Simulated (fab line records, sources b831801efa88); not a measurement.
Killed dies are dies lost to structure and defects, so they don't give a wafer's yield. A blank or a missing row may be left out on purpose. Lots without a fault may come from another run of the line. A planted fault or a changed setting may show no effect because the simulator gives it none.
fab line records | flow sky130 | part 2 of 2: steps 33 to 45 of 45
record lots=5 wafers=15 last_day=50
route steps=708 shown POLY_GATE@205 RES_PROTECT@206 LDD_N@237
lots that met no fault: from a run of the same line without faults
start_h: hours from the record's first day to the start of the lot's first wafer shown | wait_h: hours since the lot's step before | " the same as in the row above | L1.1+2: a row that stands for several wafers | - no value, or no start given | * or withheld: withheld | < > ~ a bound
route shown NAME@n: a module of which the file shows steps, and the number in the route of the first | usual: mean/standard deviation of fault-free wafers | same: alike in all rows | chamber/n: place in a boat | sites: the reading at each site | _std_site: their standard deviation | _edge_site: outer sites' mean less inner sites' | radius_mm: how far each site lies from the wafer's centre | mask NAME#n: copy n | behind: the tool/chamber that last shaped the wafer | hold: why the lot was held/for how many hours/how that ended | device: the transistor (n, p or np) that didn't switch | end of line: the same wafers' tests at the end of the route | a step without rows: its recipe alone | killed: dies lost to structure and defects at the first sort, not the wafer's yield | map: a wafer's dies, x killed, . not, _ none there
set.NAME: the setting as run; set.NAME@STEP: as run at that earlier step | model.NAME: the simulator's own value behind a step, which no gauge read
lots at some steps of the route; a table a step, a row a wafer
services: from which hour (start_h, from the record's first day; less than 0 if before it) a tool's chamber was out of use, for how many hours, and why
## steps
# step SKY_LDD_N_DEHYDRATE_00
# recipe temp_c=200 time_s=60
# columns lot.wafer tool chamber start_h wait_h
L083.1+4+5 litho_track-01 0 476.43 14.6
L087.3+4+6 litho_track-03 0 505.19 14.3
L092.1+3+6 litho_track-02 0 548.65 14.5
L093.2+3+6 litho_track-03 0 558.07 14.8
L094.2+3+6 litho_track-01 0 560.15 14.7
# step SKY_LDD_N_HMDS_01
# recipe prime_time_s=60 prime_temp_c=120
# columns lot.wafer tool chamber start_h wait_h
L083.1+4+5 litho_track-01 0 476.58 0.1
L087.3+4+6 litho_track-03 0 505.34 0.1
L092.1+3+6 litho_track-02 0 548.80 0.1
L093.2+3+6 litho_track-03 0 558.22 0.1
L094.2+3+6 litho_track-01 0 560.30 0.1
# step SKY_LDD_N_COAT_02
# recipe resist=NOVOLAK spin_rpm=3000 resist_thk_nm=300
# columns lot.wafer tool chamber start_h wait_h
L083.1+4+5 litho_track-01 0 476.73 0.1
L087.3+4+6 litho_track-03 0 505.49 0.1
L092.1+3+6 litho_track-02 0 548.95 0.1
L093.2+3+6 litho_track-03 0 558.37 0.1
L094.2+3+6 litho_track-01 0 560.45 0.1
# step SKY_LDD_N_SOFTBAKE_03
# recipe temp_c=90 time_s=60 resist=NOVOLAK
# columns lot.wafer tool chamber start_h wait_h
L083.1+4+5 litho_track-01 0 476.88 0.1
L087.3+4+6 litho_track-03 0 505.64 0.1
L092.1+3+6 litho_track-02 0 549.10 0.1
L093.2+3+6 litho_track-03 0 558.52 0.1
L094.2+3+6 litho_track-01 0 560.60 0.1
# step SKY_LDD_N_EXPOSE_04
# recipe mask_id=NTM target_cd_nm=840 na=0.6 source_shape=conventional sigma_outer=0.6 dose_mj=110
# columns lot.wafer tool chamber start_h wait_h mask
L083.1+4+5 iline_stepper-01 0 - - NTM#0
L087.3+4+6 iline_stepper-02 0 - - NTM#0
L092.1+3+6 iline_stepper-01 0 - - NTM#0
L093.2+3+6 iline_stepper-01 0 - - NTM#0
L094.2+3+6 iline_stepper-01 0 - - NTM#0
# step SKY_LDD_N_PEB_05
# recipe temp_c=withheld time_s=* resist=NOVOLAK
# columns lot.wafer tool chamber start_h wait_h
L083.1+4+5 litho_track-02 0 - -
L087.3+4+6 litho_track-03 0 - -
L092.1+3+6 litho_track-03 0 - -
L093.2+3+6 litho_track-02 0 - -
L094.2+3+6 litho_track-01 0 - -
# step SKY_LDD_N_DEVELOP_06
# recipe develop_time_s=60 dev_temp_c=23
# columns lot.wafer tool chamber start_h wait_h
L083.1+4+5 litho_track-02 0 492.35 0.1
L087.3+4+6 litho_track-03 0 520.94 0.1
L092.1+3+6 litho_track-03 0 564.39 0.1
L093.2+3+6 litho_track-02 0 573.07 0.1
L094.2+3+6 litho_track-01 0 575.75 0.1
# step SKY_LDD_N_OVL_MEAS_07
# usual LDD_N_OVL=-0.6/1.3
# columns lot.wafer tool chamber start_h wait_h LDD_N_OVL[nm]
L083.1 overlay-02 - 492.50 0.1 -1.4
L083.4 " - " " -1.0
L083.5 " - " " -1.5
L087.3 overlay-01 - 521.06 0.1 0.2
L087.4 " - " " 0.0
L087.6 " - " " 1.1
L092.1 overlay-02 - 564.54 0.1 -0.1
L092.3 " - " " -0.3
L092.6 " - " " -0.4
L093.2 overlay-02 - 573.20 0.1 -2.6
L093.3 " - " " -1.7
L093.6 " - " " -2.6
L094.2 overlay-01 - 575.88 0.1 -2.3
L094.3 " - " " -2.3
L094.6 " - " " -2.2
# step SKY_LDD_N_IMPLANT_08
# recipe species=As energy_kev=20 dose_cm2=7.5e+13 tilt_deg=withheld rotation_deg=23
# usual beam_on_s=10.01/0.21
# same implant_ion_amu=75
# columns lot.wafer tool chamber start_h wait_h beam_on_s
L083.1 implanter-04 0 492.53 0.0 10.18
L083.4 " 0 " " 10.09
L083.5 " 0 " " 10.04
L087.3 implanter-03 0 521.13 0.1 10.00
L087.4 " 0 " " 9.77
L087.6 " 0 " " 10.07
L092.1 implanter-04 0 564.58 0.0 10.44
L092.3 " 0 " " 10.03
L092.6 " 0 " " 9.84
L093.2 implanter-04 0 573.26 0.0 9.77
L093.3 " 0 " " 10.28
L093.6 " 0 " " 9.30
L094.2 implanter-04 0 575.94 0.0 9.81
L094.3 " 0 " " 9.82
L094.6 " 0 " " 10.14
# step SKY_LDD_N_IMPLANT_09
# recipe species=As energy_kev=20 dose_cm2=7.5e+13 tilt_deg=withheld rotation_deg=113
# usual beam_on_s=9.98/0.21
# same implant_ion_amu=75
# columns lot.wafer tool chamber start_h wait_h beam_on_s
L083.1 implanter-04 0 492.68 0.1 9.56
L083.4 " 0 " " 9.74
L083.5 " 0 " " 9.74
L087.3 implanter-03 0 521.28 0.1 9.80
L087.4 " 0 " " 9.65
L087.6 " 0 " " 9.91
L092.1 implanter-04 0 564.73 0.1 10.05
L092.3 " 0 " " 9.96
L092.6 " 0 " " 9.84
L093.2 implanter-04 0 573.41 0.1 10.17
L093.3 " 0 " " 10.07
L093.6 " 0 " " 10.24
L094.2 implanter-04 0 576.09 0.1 10.13
L094.3 " 0 " " 10.04
L094.6 " 0 " " 10.41
# step SKY_LDD_N_IMPLANT_10
# recipe species=As energy_kev=20 dose_cm2=7.5e+13 tilt_deg=withheld rotation_deg=203
# usual beam_on_s=10.00/0.19
# same implant_ion_amu=75
# columns lot.wafer tool chamber start_h wait_h beam_on_s
L083.1 implanter-04 0 492.83 0.1 10.08
L083.4 " 0 " " 10.20
L083.5 " 0 " " 9.55
L087.3 implanter-03 0 521.43 0.1 10.11
L087.4 " 0 " " 9.93
L087.6 " 0 " " 9.64
L092.1 implanter-04 0 564.88 0.1 10.01
L092.3 " 0 " " 10.06
L092.6 " 0 " " 10.12
L093.2 implanter-04 0 573.56 0.1 9.89
L093.3 " 0 " " 9.96
L093.6 " 0 " " 10.03
L094.2 implanter-04 0 576.24 0.1 10.18
L094.3 " 0 " " 10.05
L094.6 " 0 " " 10.06
# step SKY_LDD_N_IMPLANT_11
# recipe species=As energy_kev=20 dose_cm2=7.5e+13 tilt_deg=withheld rotation_deg=293
# usual beam_on_s=10.00/0.2
# same implant_ion_amu=75
# columns lot.wafer tool chamber start_h wait_h beam_on_s
L083.1 implanter-04 0 492.98 0.1 10.02
L083.4 " 0 " " 10.34
L083.5 " 0 " " 9.91
L087.3 implanter-03 0 521.58 0.1 9.92
L087.4 " 0 " " 10.33
L087.6 " 0 " " 9.56
L092.1 implanter-04 0 565.03 0.1 9.88
L092.3 " 0 " " 10.10
L092.6 " 0 " " 9.54
L093.2 implanter-04 0 573.71 0.1 10.15
L093.3 " 0 " " 10.03
L093.6 " 0 " " 9.61
L094.2 implanter-04 0 576.39 0.1 10.34
L094.3 " 0 " " 10.08
L094.6 " 0 " " 10.00
# step SKY_LDD_N_IMPLANT_12
# recipe species=BF2 energy_kev=50 dose_cm2=5e+12 tilt_deg=30 rotation_deg=0
# usual beam_on_s=9.95/0.21
# same implant_ion_amu=49
# columns lot.wafer tool chamber start_h wait_h beam_on_s
L083.1 implanter-04 0 493.13 0.1 9.82
L083.4 " 0 " " 9.83
L083.5 " 0 " " 9.87
L087.3 implanter-03 0 521.73 0.1 9.91
L087.4 " 0 " " 9.92
L087.6 " 0 " " 9.47
L092.1 implanter-04 0 565.18 0.1 9.76
L092.3 " 0 " " 9.80
L092.6 " 0 " " 10.20
L093.2 implanter-04 0 573.86 0.1 10.01
L093.3 " 0 " " 10.13
L093.6 " 0 " " 10.06
L094.2 implanter-04 0 576.54 0.1 9.72
L094.3 " 0 " " 10.23
L094.6 " 0 " " 9.59
## services
# columns tool chamber start_h hours kind
rie_diel-01 - 388.49 2.2 repair
iline_stepper-02 - 401.35 1.7 pm
rie_si-01 2 403.84 12.9 repair
rie_diel-01 2 410.18 3.0 repair
iline_stepper-01 - 412.34 7.5 repair
rie_si-01 1 413.79 51.2 repair
lpcvd-02 - 449.20 0.5 repair
krf_scanner-01 - 459.26 1.3 pm
implanter-04 - 463.52 2.4 repair
rie_si-01 - 485.69 2.0 repair
implanter-03 - 494.49 1.8 repair
iline_stepper-01 - 497.85 1.7 pm
implanter-04 - 499.63 3.0 repair
krf_scanner-01 - 504.81 0.8 pm
rie_si-01 3 512.51 18.2 repair
furnace-01 - 522.04 4.6 pm
iline_stepper-01 - 523.28 8.9 pm
rie_diel-03 3 530.35 7.9 repair
iline_stepper-01 - 533.14 7.4 repair
furnace-01 - 534.04 3.0 pm
krf_scanner-01 - 534.19 1.0 pm
rie_diel-03 2 538.53 15.4 repair
implanter-03 - 541.24 30.4 repair
rie_diel-03 - 573.81 0.8 repair
